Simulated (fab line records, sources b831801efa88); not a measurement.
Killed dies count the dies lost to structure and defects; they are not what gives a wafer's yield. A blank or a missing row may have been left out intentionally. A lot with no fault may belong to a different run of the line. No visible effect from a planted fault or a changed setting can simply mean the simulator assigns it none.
The tool behind it: which one? || flow gf180mcu || at 1 step of a route of 602, 12 lots with 36 wafers sampled

== WHAT THE GAUGES SHOWED, per wafer ==
GF_V4_THK_MEAS_01. Usual: for V4_CVD_00_THK the level is 603 nm and the standard deviation is 5.6.
{"lot": "L805", "measured": "day 23 02:17", "on": "filmMetro-03", "V4_CVD_00_THK (nm)": "603 601 610", "flag": ""}
{"lot": "L806", "measured": "day 23 13:52", "on": "filmMetro-01", "V4_CVD_00_THK (nm)": "597 599 607", "flag": ""}
{"lot": "L807", "measured": "day 23 22:50", "on": "filmMetro-03", "V4_CVD_00_THK (nm)": "609 606 607", "flag": ""}
{"lot": "L808", "measured": "day 24 08:35", "on": "filmMetro-04", "V4_CVD_00_THK (nm)": "603 610 598", "flag": ""}
{"lot": "L809", "measured": "day 24 14:50", "on": "filmMetro-03", "V4_CVD_00_THK (nm)": "614 613 607", "flag": ""}
{"lot": "L817", "measured": "day 27 20:02", "on": "filmMetro-01", "V4_CVD_00_THK (nm)": "599 617 608", "flag": ""}
{"lot": "L818", "measured": "day 28 03:14", "on": "filmMetro-01", "V4_CVD_00_THK (nm)": "604 602 611", "flag": ""}
{"lot": "L822", "measured": "day 29 04:31", "on": "filmMetro-03", "V4_CVD_00_THK (nm)": "608 610 607", "flag": ""}
{"lot": "L823", "measured": "day 29 05:11", "on": "filmMetro-03", "V4_CVD_00_THK (nm)": "604 598 601", "flag": ""}
{"lot": "L824", "measured": "day 29 11:56", "on": "filmMetro-01", "V4_CVD_00_THK (nm)": "603 596 607", "flag": ""}
{"lot": "L825", "measured": "day 29 15:59", "on": "filmMetro-01", "V4_CVD_00_THK (nm)": "592 607 605", "flag": ""}
{"lot": "L826", "measured": "day 29 22:00", "on": "filmMetro-03", "V4_CVD_00_THK (nm)": "601 603 599", "flag": ""}

== WHICH TOOL RAN EACH LOT (tool, then ch and the chambers of the sampled wafers, then the start) ==
The record holds no process step before these readings.

== WHAT THE TOOLS THEMSELVES READ (means of the sampled wafers that have a number; where no wafer has one, the mark that the record gives instead) ==
The record holds no such reading with a usual standard deviation.

== THE ANSWER, worked out from the rows above alone ==
Rule: lot off if the mean of its wafers having a number is beyond 3 standard deviations from the usual mean. Also off: a lot with no number at a reading for which 4 or more lots have one. All remaining lots with rows at the step are treated as sound. The gauges are gone through in route order, then the tools' own readings, and for those a lot's mean is taken as printed above. The first step at which some lot is off is used, and at that step the reading that is off furthest; a lot without a number counts as furthest.
Across all readings shown, no lot is off: no conclusion can be drawn from this.

== WHAT THE SIMULATOR HAD PUT IN ==
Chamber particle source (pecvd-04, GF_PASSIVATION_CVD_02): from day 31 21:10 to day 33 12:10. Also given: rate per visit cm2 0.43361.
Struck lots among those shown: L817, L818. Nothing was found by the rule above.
